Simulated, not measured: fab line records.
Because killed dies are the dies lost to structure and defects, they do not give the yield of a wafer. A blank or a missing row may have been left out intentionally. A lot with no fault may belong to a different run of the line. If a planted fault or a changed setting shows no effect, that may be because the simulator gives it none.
fab line records	flow sky130
record lots=14	wafers=42	lastDay=50
route steps=708 shown FIELD_ISO@26 NWELL@65 VT_ADJUST_LVTN@104 VT_ADJUST_NCORE@127 PAD_OPEN@708
lots untouched by any fault: they come from a run of this same line in which no faults occurred
startH: the number of hours between the record's first day and the start of the first shown wafer of the lot	waitH: how many hours have passed since the lot's step before this one	" as in the row above	L1.1+2: several wafers, shown together as one row	- either no value or no given start	* or withheld: withheld	< > ~ a bound
route shown NAME@n: a module of which the file shows steps, and the number in the route of the first	usual: mean/standard deviation of fault-free wafers	same: alike in all rows	chamber/n: place in a boat	sites: readings site by site	_std_site: standard deviation across them	_edge_site: mean of outer sites minus mean of inner sites	radiusMm: how far each site lies from the wafer's centre	mask NAME#n: copy n	behind: the tool/chamber that last shaped the wafer	hold: cause of the lot's hold/its duration in hours/its outcome	device: transistor that didn't switch, given as n, p or np	end of line: the route-end tests of the same wafers	step lacking rows: just its recipe	killed: not the wafer's yield, but the dies lost to structure and defects at the first sort	map: the dies of a wafer, with x for killed, . for not killed, _ for no die there
set.NAME: setting as actually run; set.NAME@STEP: the setting as run at that earlier step	model.NAME: the simulator's own value behind a step, which no gauge read
a sample of lots followed through the steps of the route, with each step as a table and each wafer as a row
services: when a tool's chamber went out of use (startH, in hours from the record's first day, below 0 if earlier), for how many hours, and the reason
## steps
# step SKY_FIELD_ISO_THK_MEAS_25
# recipe reads=SiO2_of_FIELD_ISO_CVD_24
# usual FIELD_ISO_CVD_24_THK=594/6
lot.wafer	tool	chamber	startH	waitH	FIELD_ISO_CVD_24_THK[nm]
L355.2	filmMetro-02	-	30.44	0.0	598
L355.3	"	-	"	"	601
L355.4	"	-	"	"	601
L357.1	filmMetro-01	-	40.33	0.0	594
L357.3	"	-	"	"	593
L357.5	"	-	"	"	598
L358.2	filmMetro-02	-	46.69	0.0	582
L358.4	"	-	"	"	599
L358.5	"	-	"	"	577
L359.1	filmMetro-01	-	53.36	0.0	602
L359.3	"	-	"	"	588
L359.4	"	-	"	"	603
L360.3	filmMetro-02	-	58.41	0.1	597
L360.4	"	-	"	"	600
L360.5	"	-	"	"	589
L361.3	filmMetro-03	-	68.05	0.1	589
L361.5	"	-	"	"	602
L361.6	"	-	"	"	595
L362.1	filmMetro-02	-	73.13	0.0	590
L362.4	"	-	"	"	586
L362.5	"	-	"	"	592
L366.2	filmMetro-01	-	88.39	0.0	588
L366.3	"	-	"	"	590
L366.4	"	-	"	"	594
L370.1	filmMetro-01	-	109.61	0.1	603
L370.2	"	-	"	"	608
L370.5	"	-	"	"	597
L374.1	filmMetro-03	-	131.02	0.0	590
L374.5	"	-	"	"	587
L374.6	"	-	"	"	598
L375.2	filmMetro-01	-	136.61	0.0	590
L375.5	"	-	"	"	602
L375.6	"	-	"	"	591
L376.2	filmMetro-02	-	140.68	0.0	594
L376.3	"	-	"	"	592
L376.4	"	-	"	"	587
L377.3	filmMetro-02	-	146.28	0.1	597
L377.4	"	-	"	"	605
L377.5	"	-	"	"	603
L378.1	filmMetro-03	-	150.75	0.0	595
L378.3	"	-	"	"	589
L378.5	"	-	"	"	597
# step SKY_NWELL_IMPLANT_12
# recipe species=P	energyKev=120	doseCm2=1.3e+12	tiltDeg=withheld
# usual doseIonsCm2=1.3001e+12/1.3e+09	faradayCurrentUA=7.33/0.15
lot.wafer	tool	chamber	startH	waitH	doseIonsCm2	faradayCurrentUA
L355.2	implanter-02	0	83.69	0.1	1.2994e+12	7.25
L355.3	"	0	"	"	1.2982e+12	7.38
L355.4	"	0	"	"	1.3008e+12	7.49
L357.1	implanter-04	0	98.47	0.1	1.2994e+12	7.45
L357.3	"	0	"	"	1.2979e+12	7.52
L357.5	"	0	"	"	1.2982e+12	7.31
L358.2	implanter-04	0	100.88	0.1	1.3e+12	7.33
L358.4	"	0	"	"	1.3015e+12	7.12
L358.5	"	0	"	"	1.2981e+12	7.40
L359.1	implanter-01	0	109.22	0.1	1.2993e+12	7.39
L359.3	"	0	"	"	1.3007e+12	7.33
L359.4	"	0	"	"	1.2974e+12	7.26
L360.3	implanter-01	0	115.00	0.1	1.3001e+12	7.45
L360.4	"	0	"	"	1.2988e+12	7.52
L360.5	"	0	"	"	1.2977e+12	7.02
L361.3	implanter-01	0	126.27	0.1	1.3015e+12	7.22
L361.5	"	0	"	"	1.2999e+12	7.52
L361.6	"	0	"	"	1.3018e+12	7.31
L362.1	implanter-01	0	134.22	0.1	1.3005e+12	7.24
L362.4	"	0	"	"	1.3001e+12	7.18
L362.5	"	0	"	"	1.2989e+12	7.39
L366.2	implanter-02	0	150.24	0.1	1.3013e+12	7.52
L366.3	"	0	"	"	1.3006e+12	7.18
L366.4	"	0	"	"	1.3014e+12	7.41
L370.1	implanter-01	0	173.47	0.1	1.4322e+12	8.39
L370.2	"	0	"	"	1.4342e+12	8.09
L370.5	"	0	"	"	1.4326e+12	7.96
L374.1	implanter-01	0	212.54	0.1	1.434e+12	7.97
L374.5	"	0	"	"	1.4328e+12	8.06
L374.6	"	0	"	"	1.433e+12	8.09
L375.2	implanter-04	0	213.02	0.1	1.2994e+12	7.27
L375.5	"	0	"	"	1.3017e+12	7.48
L375.6	"	0	"	"	1.3018e+12	7.34
L376.2	implanter-04	0	213.47	0.1	1.2993e+12	7.46
L376.3	"	0	"	"	1.2984e+12	7.41
L376.4	"	0	"	"	1.2982e+12	7.71
L377.3	implanter-04	0	214.54	0.1	1.3009e+12	7.40
L377.4	"	0	"	"	1.3005e+12	7.12
L377.5	"	0	"	"	1.3007e+12	7.37
L378.1	implanter-04	0	229.55	0.1	1.2981e+12	7.41
L378.3	"	0	"	"	1.3019e+12	7.13
L378.5	"	0	"	"	1.3028e+12	7.33
# step SKY_VT_ADJUST_LVTN_OVL_MEAS_07
# usual VT_ADJUST_LVTN_OVL=0.8/1.5
lot.wafer	tool	chamber	startH	waitH	VT_ADJUST_LVTN_OVL[nm]
L355.2	overlay-02	-	139.69	-	0.6
L355.3	"	-	"	"	-0.2
L355.4	"	-	"	"	-1.1
L357.1	overlay-01	-	155.48	-	3.1
L357.3	"	-	"	"	3.4
L357.5	"	-	"	"	2.8
L358.2	overlay-01	-	157.94	-	1.5
L358.4	"	-	"	"	-1.3
L358.5	"	-	"	"	2.6
L359.1	overlay-01	-	167.13	-	1.3
L359.3	"	-	"	"	2.2
L359.4	"	-	"	"	1.0
L360.3	overlay-01	-	173.94	-	-0.8
L360.4	"	-	"	"	-0.9
L360.5	"	-	"	"	-0.9
L361.3	overlay-01	-	188.03	-	2.3
L361.5	"	-	"	"	0.3
L361.6	"	-	"	"	0.5
L362.1	overlay-01	-	196.28	-	-0.9
L362.4	"	-	"	"	-0.1
L362.5	"	-	"	"	1.6
L366.2	overlay-01	-	213.22	-	2.0
L366.3	"	-	"	"	1.3
L366.4	"	-	"	"	0.7
L370.1	overlay-02	-	237.18	-	-1.0
L370.2	"	-	"	"	-0.2
L370.5	"	-	"	"	-0.5
L374.1	overlay-01	-	278.39	-	3.2
L374.5	"	-	"	"	1.9
L374.6	"	-	"	"	1.4
L375.2	overlay-02	-	278.89	-	-0.5
L375.5	"	-	"	"	-1.8
L375.6	"	-	"	"	-0.1
L376.2	overlay-01	-	280.12	-	0.2
L376.3	"	-	"	"	-1.2
L376.4	"	-	"	"	0.6
L377.3	overlay-02	-	282.50	-	0.5
L377.4	"	-	"	"	1.1
L377.5	"	-	"	"	1.6
L378.1	overlay-02	-	302.74	-	0.2
L378.3	"	-	"	"	1.5
L378.5	"	-	"	"	2.5
# step SKY_VT_ADJUST_NCORE_OVL_MEAS_08
# usual VT_ADJUST_NCORE_OVL=0.1/1.4
lot.wafer	tool	chamber	startH	waitH	VT_ADJUST_NCORE_OVL[nm]
L355.2	overlay-01	-	180.41	0.1	2.1
L355.3	"	-	"	"	1.6
L355.4	"	-	"	"	1.8
L357.1	overlay-01	-	197.00	0.1	1.3
L357.3	"	-	"	"	-0.1
L357.5	"	-	"	"	0.5
L358.2	overlay-02	-	212.43	12.0	-0.3
L358.4	"	-	"	"	-1.4
L358.5	"	-	"	"	0.1
L359.1	overlay-01	-	212.89	3.0	-1.8
L359.3	"	-	"	"	-2.3
L359.4	"	-	"	"	-1.0
L360.3	overlay-01	-	213.71	0.1	2.3
L360.4	"	-	"	"	3.1
L360.5	"	-	"	"	2.1
L361.3	overlay-02	-	232.57	0.1	0.2
L361.5	"	-	"	"	-0.2
L361.6	"	-	"	"	0.1
L362.1	overlay-02	-	236.95	0.1	1.2
L362.4	"	-	"	"	-0.5
L362.5	"	-	"	"	1.3
L366.2	overlay-01	-	256.66	0.1	-1.7
L366.3	"	-	"	"	-0.2
L366.4	"	-	"	"	-0.6
L370.1	overlay-02	-	285.40	0.1	-1.8
L370.2	"	-	"	"	-0.7
L370.5	"	-	"	"	-0.1
L374.1	overlay-01	-	329.31	0.1	-1.1
L374.5	"	-	"	"	-0.5
L374.6	"	-	"	"	-0.7
L375.2	overlay-02	-	330.46	0.1	2.3
L375.5	"	-	"	"	2.4
L375.6	"	-	"	"	1.6
L376.2	overlay-01	-	332.36	0.1	0.7
L376.3	"	-	"	"	2.0
L376.4	"	-	"	"	3.0
L377.3	overlay-01	-	334.66	0.1	-0.2
L377.4	"	-	"	"	1.4
L377.5	"	-	"	"	0.7
L378.1	overlay-01	-	355.65	0.1	-0.9
L378.3	"	-	"	"	-0.1
L378.5	"	-	"	"	1.8
# step SKY_PAD_OPEN_PROBE_99
# usual killed_at_M0_to_M3=43/6.3	killed_at_M4_up=3.3/1.7	killedAtContacts=24/5.4	killedAtFrontEnd=16/4.6	killedAtOther=0.4/0.7	killedDies=87/9.4	killedOpen=47/6.9	killedShort=39/6.1
# same grossDies=492	killedAtBackSide=0
lot.wafer	tool	chamber	startH	waitH	killed_at_M0_to_M3	killed_at_M4_up	killedAtContacts	killedAtFrontEnd	killedAtOther	killedDies	killedOpen	killedShort
L359.1	prober-01	-	1102.79	0.1	37	5	29	16	0	87	44	43
L359.3	prober-01	-	1102.89	0.2	38	7	19	16	0	80	43	37
L359.4	prober-01	-	1102.94	0.2	42	3	27	17	1	90	56	33
L361.3	prober-01	-	1119.56	0.2	42	3	31	11	0	87	52	35
L361.5	prober-01	-	1119.66	0.2	48	3	21	14	1	87	43	43
L361.6	prober-01	-	1119.71	0.2	39	2	23	13	0	77	41	36
L366.2	prober-01	-	1138.09	0.1	34	3	21	12	0	70	40	30
L366.3	prober-01	-	1138.14	0.2	52	3	21	11	2	89	46	41
L366.4	prober-01	-	1138.19	0.2	50	5	25	19	2	101	55	45
L370.1	prober-02	-	1159.45	0.1	43	5	24	13	2	87	48	38
L370.2	prober-02	-	1159.50	0.1	32	5	23	13	0	73	39	33
L370.5	prober-02	-	1159.65	0.2	38	2	30	20	0	90	44	46
L374.1	prober-02	-	1189.33	0.1	38	1	24	15	0	78	46	32
L374.5	prober-02	-	1189.53	0.2	29	4	17	12	0	62	31	30
L374.6	prober-02	-	1189.58	0.2	30	2	25	15	1	73	40	33
L378.1	prober-01	-	1203.98	0.1	42	2	22	22	1	89	42	47
L378.3	prober-01	-	1204.08	0.2	39	2	32	23	2	98	52	44
L378.5	prober-01	-	1204.18	0.2	37	2	27	15	0	81	40	41
# killed by level:class
L359.1 CONTACT:geometricParticle:open=12 METAL1:geometricParticle:short=7 VIA1:geometricParticle:open=7 FIELD_ISO:geometricParticle:open=6 LOCAL_INTERCONNECT:geometricParticle:short=5 VIA3:geometricParticle:open=5 FIELD_ISO:geometricParticle:short=4 METAL4:geometricParticle:short=4
L359.3 CONTACT:geometricParticle:open=9 VIA1:geometricParticle:open=8 METAL1:geometricParticle:short=6 VIA3:geometricParticle:open=6 FIELD_ISO:geometricParticle:open=5 FIELD_ISO:geometricParticle:short=5 VIA2:geometricParticle:open=5 METAL4:geometricParticle:short=5
L359.4 CONTACT:geometricParticle:open=10 VIA1:geometricParticle:open=9 LI_CONTACT:geometricParticle:open=8 VIA2:geometricParticle:open=8 VIA3:geometricParticle:open=6 POLY_GATE:geometricParticle:open=5 CONTACT:geometricParticle:short=5 VIA1:geometricParticle:short=5
L361.3 CONTACT:geometricParticle:open=15 VIA1:geometricParticle:open=9 VIA1:geometricParticle:short=7 VIA3:geometricParticle:open=6 LI_CONTACT:geometricParticle:open=6 FIELD_ISO:geometricParticle:open=5 LOCAL_INTERCONNECT:geometricParticle:short=5 METAL2:geometricParticle:short=4
L361.5 VIA3:geometricParticle:open=11 VIA1:geometricParticle:open=9 FIELD_ISO:geometricParticle:open=6 METAL2:geometricParticle:short=6 CONTACT:geometricParticle:short=5 CONTACT:geometricParticle:open=5 METAL3:geometricParticle:short=4 LI_CONTACT:geometricParticle:short=4
L361.6 VIA1:geometricParticle:open=15 CONTACT:geometricParticle:open=9 VIA1:geometricParticle:short=6 CONTACT:geometricParticle:short=6 FIELD_ISO:geometricParticle:open=4 METAL1:geometricParticle:short=4 VIA2:geometricParticle:open=4 POLY_GATE:geometricParticle:short=4
L366.2 CONTACT:geometricParticle:open=9 LI_CONTACT:geometricParticle:open=7 METAL1:geometricParticle:short=7 VIA1:geometricParticle:open=5 FIELD_ISO:geometricParticle:short=4 METAL1:geometricParticle:open=4 VIA2:geometricParticle:open=4 VIA1:geometricParticle:short=3
L366.3 VIA2:geometricParticle:open=9 METAL1:geometricParticle:short=8 VIA3:geometricParticle:open=8 CONTACT:geometricParticle:open=7 VIA1:geometricParticle:open=7 VIA1:geometricParticle:short=6 CONTACT:geometricParticle:short=5 FIELD_ISO:geometricParticle:short=4
L366.4 CONTACT:geometricParticle:open=10 VIA1:geometricParticle:open=10 VIA1:geometricParticle:short=7 VIA3:geometricParticle:open=7 LI_CONTACT:geometricParticle:open=6 VIA2:geometricParticle:open=6 FIELD_ISO:geometricParticle:short=5 POLY_GATE:geometricParticle:open=5
L370.1 CONTACT:geometricParticle:open=9 METAL1:geometricParticle:short=8 VIA1:geometricParticle:open=8 LOCAL_INTERCONNECT:geometricParticle:short=7 VIA2:geometricParticle:open=6 LI_CONTACT:geometricParticle:open=5 METAL2:geometricParticle:short=5 METAL3:geometricParticle:short=4
L370.2 METAL2:geometricParticle:short=11 CONTACT:geometricParticle:open=8 LI_CONTACT:geometricParticle:open=6 CONTACT:geometricParticle:short=6 VIA2:geometricParticle:open=6 FIELD_ISO:geometricParticle:open=3 POLY_GATE:geometricParticle:open=3 POLY_GATE:geometricParticle:short=3
L370.5 CONTACT:geometricParticle:open=10 METAL2:geometricParticle:short=8 FIELD_ISO:geometricParticle:short=7 VIA1:geometricParticle:open=7 VIA2:geometricParticle:open=7 LI_CONTACT:geometricParticle:open=6 VIA1:geometricParticle:short=5 LI_CONTACT:geometricParticle:short=5
L374.1 CONTACT:geometricParticle:open=12 VIA2:geometricParticle:open=7 FIELD_ISO:geometricParticle:short=6 VIA3:geometricParticle:open=6 LI_CONTACT:geometricParticle:open=6 METAL1:geometricParticle:short=5 VIA1:geometricParticle:open=5 LOCAL_INTERCONNECT:geometricParticle:short=4
L374.5 CONTACT:geometricParticle:open=6 METAL2:geometricParticle:short=6 VIA1:geometricParticle:open=5 VIA3:geometricParticle:open=5 FIELD_ISO:geometricParticle:open=4 LI_CONTACT:geometricParticle:short=4 CONTACT:geometricParticle:short=4 VIA2:geometricParticle:open=4
L374.6 VIA2:geometricParticle:open=9 LI_CONTACT:geometricParticle:open=7 CONTACT:geometricParticle:open=7 LOCAL_INTERCONNECT:geometricParticle:short=4 POLY_GATE:geometricParticle:open=4 FIELD_ISO:geometricParticle:short=3 POLY_GATE:geometricParticle:short=3 CONTACT:geometricParticle:short=3
L378.1 METAL2:geometricParticle:short=11 LI_CONTACT:geometricParticle:open=8 VIA1:geometricParticle:open=7 FIELD_ISO:geometricParticle:short=6 POLY_GATE:geometricParticle:short=6 CONTACT:geometricParticle:open=5 VIA3:geometricParticle:open=5 FIELD_ISO:geometricParticle:open=4
L378.3 LI_CONTACT:geometricParticle:open=10 LI_CONTACT:geometricParticle:short=7 CONTACT:geometricParticle:open=7 VIA1:geometricParticle:open=7 VIA2:geometricParticle:open=7 METAL2:geometricParticle:short=6 FIELD_ISO:geometricParticle:open=5 FIELD_ISO:geometricParticle:short=5
L378.5 CONTACT:geometricParticle:open=8 LI_CONTACT:geometricParticle:open=7 CONTACT:geometricParticle:short=7 VIA1:geometricParticle:short=7 VIA1:geometricParticle:open=5 METAL2:geometricParticle:short=5 POLY_GATE:geometricParticle:short=4 POLY_GATE:geometricParticle:open=4
## services
tool	chamber	startH	hours	kind
implanter-02	-	76.75	1.9	repair
implanter-01	-	86.18	3.0	pm
implanter-04	-	116.75	4.2	repair
implanter-04	-	120.93	3.8	pm
implanter-01	-	156.32	7.0	repair
implanter-02	-	165.65	2.2	repair
implanter-02	-	170.12	3.3	pm
## key
firstSign step=SKY_NWELL_IMPLANT_12	reading=doseIonsCm2	direction=up	sigmas=99+	usual=*	struck=*
effect step=SKY_NWELL_IMPLANT_12	reading=faradayCurrentUA	direction=up	sigmas=5.2	usual=7.33	struck=8.09
metAt SKY_NWELL_IMPLANT_12
struckLots L370,L374
testerLeftOut L370,L374
notActingAt SKY_FIELD_ISO_THK_MEAS_25,SKY_VT_ADJUST_LVTN_OVL_MEAS_07,SKY_VT_ADJUST_NCORE_OVL_MEAS_08
onsetBetween 134.22 173.47
fault kind=processParameterDrift	tool=implanter-01	chamber=-	onsetH=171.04	steps=SKY_NWELL_IMPLANT_12	channel=doseCm2	offset=*	shape=step	endH=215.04	actsIn=*	stated=*
# testerLeftOut: of these lots the tester's yield and bins aren't shown, on N5 and GAA mostly nor the transistor test; their killed dies are dies lost to structure and defects alone, not to doping, threshold or leakage, so they don't give the yield
